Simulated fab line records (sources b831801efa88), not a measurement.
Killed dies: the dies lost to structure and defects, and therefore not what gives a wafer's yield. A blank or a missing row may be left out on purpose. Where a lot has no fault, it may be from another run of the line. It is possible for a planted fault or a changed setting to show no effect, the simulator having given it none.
Which of the tools did it?	flow sky130	11 lots, 32 wafers sampled, at 6 steps of a route of 708

## WHAT THE GAUGES READ, wafer by wafer
SKY_LDD_N_TW_MEAS_17. Usual: for LDD_N_TW the level is 2596 and the standard deviation is 16.
lot	measured	on	LDD_N_TW	flag
L530	day 18 13:43	film-metro-03	2596 2586 2585	
L531	day 19 04:41	film-metro-02	2633 2617 2624	
L532	day 19 05:57	film-metro-04	2579 2583 2577	
L534	day 19 21:50	film-metro-04	2574 2592 2588	
L535	day 20 06:18	film-metro-02	2612 2633 2630	
L537	day 21 02:29	film-metro-04	2573 2575 2588	
L546	day 24 08:00	film-metro-04	2590 2578 2582	
L547	day 24 09:24	film-metro-02	2620 2618	
L549	day 25 02:07	film-metro-04	2573 2567 2576	
L551	day 25 20:28	film-metro-02	2591 2597 2595	
L552	day 26 04:22	film-metro-04	2590 2612 2591	

SKY_SPACER_THK_MEAS_01. Usual: for SPACER_CVD_00_THK the level is 43.3 nm and the standard deviation is 0.47.
lot	measured	on	SPACER_CVD_00_THK (nm)	flag
L530	day 23 20:40	film-metro-04	43.4 43.5 43.0	
L531	day 24 10:25	film-metro-01	43.2 43.3 43.4	
L532	day 24 12:53	film-metro-01	42.7 42.9 42.8	
L534	day 25 04:16	film-metro-02	42.8 43.0 43.0	
L535	day 25 11:43	film-metro-04	43.3 43.4 43.3	
L537	day 26 06:34	film-metro-01	43.0 43.0 42.8	
L546	day 29 09:01	film-metro-01	42.8 43.2 42.7	
L547	day 29 11:20	film-metro-01	43.5 43.5	
L549	day 30 03:09	film-metro-01	42.8 43.2 42.7	
L551	day 30 20:56	film-metro-02	44.0 43.8 43.7	
L552	day 31 02:24	film-metro-04	43.1 43.3 42.9	

SKY_LI_CONTACT_OVL_MEAS_13. Usual: for LI_CONTACT_OVL the level is 0 nm and the standard deviation is 5.1.
lot	measured	on	LI_CONTACT_OVL (nm)	flag
L530	day 30 04:41	overlay-01	-5 4 1	
L531	day 30 15:28	overlay-02	6 3 1	
L532	day 30 17:13	overlay-01	-3 -2 3	
L534	day 31 09:23	overlay-01	-3 -3 2	
L535	day 31 15:11	overlay-01	1 10 0	
L537	day 32 09:17	overlay-02	1 4 -5	
L546	day 35 06:32	overlay-02	1 -3 -1	
L547	day 35 09:32	overlay-02	-5 -10	
L549	day 36 03:52	overlay-01	-1 -3 -5	
L551	day 36 15:04	overlay-01	-2 2 -6	
L552	day 36 20:56	overlay-02	-2 0 -3	

SKY_CAPM_RS_MEAS_03: the measuring method here is four-point-probe. Usual: for CAPM_TIN_RS the level is 6.94 ohm/sq and the standard deviation is 0.071.
lot	measured	on	CAPM_TIN_RS (ohm/sq)	flag
L530	day 37 13:30	film-metro-01	6.94 6.87 6.92	
L531	day 37 22:32	film-metro-01	6.94 6.91 6.91	
L532	day 38 01:35	film-metro-01	7.07 7.05 7.04	
L534	day 38 16:14	film-metro-01	7.02 6.95 7.00	
L535	day 38 18:52	film-metro-01	6.88 6.97 6.86	
L537	day 39 13:10	film-metro-04	6.96 6.96 6.93	
L546	day 42 03:48	film-metro-02	7.08 7.12 5.68	OFF
L547	day 42 05:53	film-metro-04	6.90 5.59	OFF
L549	day 43 00:33	film-metro-02	6.92 6.86 6.90	
L551	day 43 10:10	film-metro-01	6.84 6.85 6.86	
L552	day 43 13:53	film-metro-01	6.95 6.91 6.88	

SKY_CAPM_THK_MEAS_04: measures by xrf. Usual: for CAPM_TIN_THK the level is 201.4 nm and the standard deviation is 2.2.
lot	measured	on	CAPM_TIN_THK (nm)	flag
L530	day 37 13:37	film-metro-01	202.2 203.7 202.7	
L531	day 37 22:40	film-metro-01	201.3 202.5 202.5	
L532	day 38 01:42	film-metro-01	198.0 198.1 198.8	
L534	day 38 16:21	film-metro-01	198.9 200.5 199.2	
L535	day 38 18:59	film-metro-01	203.2 201.3 203.4	
L537	day 39 13:17	film-metro-04	200.4 199.9 200.8	
L546	day 42 03:55	film-metro-02	196.7 196.1 244.6	OFF
L547	day 42 05:59	film-metro-04	202.8 249.9	OFF
L549	day 43 00:40	film-metro-02	201.0 202.2 202.1	
L551	day 43 10:16	film-metro-01	204.2 203.7 202.3	
L552	day 43 13:58	film-metro-01	200.6 202.1 202.9	

## TOOL THAT RAN EACH LOT (tool first, then ch and the chambers of the sampled wafers, then the start)
lot	SKY_CAPM_SPUTTER_02
L530	pvd-sputter-02, day 37 13:22
L531	pvd-sputter-01, day 37 22:26
L532	pvd-sputter-02, day 38 01:28
L534	pvd-sputter-01, day 38 16:07
L535	pvd-sputter-02, day 38 18:46
L537	pvd-sputter-03, day 39 13:04
L546	pvd-sputter-02, day 42 03:41
L547	pvd-sputter-02, day 42 05:45
L549	pvd-sputter-01, day 43 00:25
L551	pvd-sputter-03, day 43 10:02
L552	pvd-sputter-03, day 43 13:46
- SKY_CAPM_SPUTTER_02: material TiN, target thk 200 nm, time 166.7 s.

## WHAT THE TOOLS THEMSELVES READ (means of the sampled wafers that have a number; where no wafer has one, the mark that the record gives instead)
SKY_CAPM_SPUTTER_02. Usual: throttle-valve-pct reads 29.6 % (standard deviation 1.8).
lot	tool	throttle-valve-pct (%)	flag
L530	pvd-sputter-02	28.3	
L531	pvd-sputter-01	30.6	
L532	pvd-sputter-02	27.9	
L534	pvd-sputter-01	29.9	
L535	pvd-sputter-02	29.5	
L537	pvd-sputter-03	29.7	
L546	pvd-sputter-02	29.6	
L547	pvd-sputter-02	30.9	
L549	pvd-sputter-01	29.7	
L551	pvd-sputter-03	29.1	
L552	pvd-sputter-03	29.8	

## THE ANSWER, worked out from the rows above alone
Rule: lot off if the mean of its wafers having a number is beyond 3 standard deviations from the usual mean. A lot without any number at a reading at which 4 lots or more have one is off too. Where the step has rows for the other lots, those lots are counted as sound. After the gauges, taken in route order, come the tools' own readings; for these a lot's mean is taken, as printed above. The first step at which some lot is off is used, and at that step the reading that is off furthest; a lot without a number counts as furthest.
Off: at SKY_CAPM_RS_MEAS_03 (CAPM_TIN_RS), L546, L547.
A tool fits if, at a process step before that reading, it ran every lot that is off, and no sound lot after the first of them. Gauges at SKY_CAPM_RS_MEAS_03: tried the same way as those tools. One fits: pvd-sputter-02 at SKY_CAPM_SPUTTER_02. A fault onset in the window from L535 (day 38 18:46, its last sound lot) to L546 (day 42 03:41, its first lot off) fits.

## WHAT WAS PUT IN BY THE SIMULATOR
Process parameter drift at SKY_CAPM_SPUTTER_02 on pvd-sputter-02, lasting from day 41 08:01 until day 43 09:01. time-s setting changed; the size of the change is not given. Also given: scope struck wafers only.
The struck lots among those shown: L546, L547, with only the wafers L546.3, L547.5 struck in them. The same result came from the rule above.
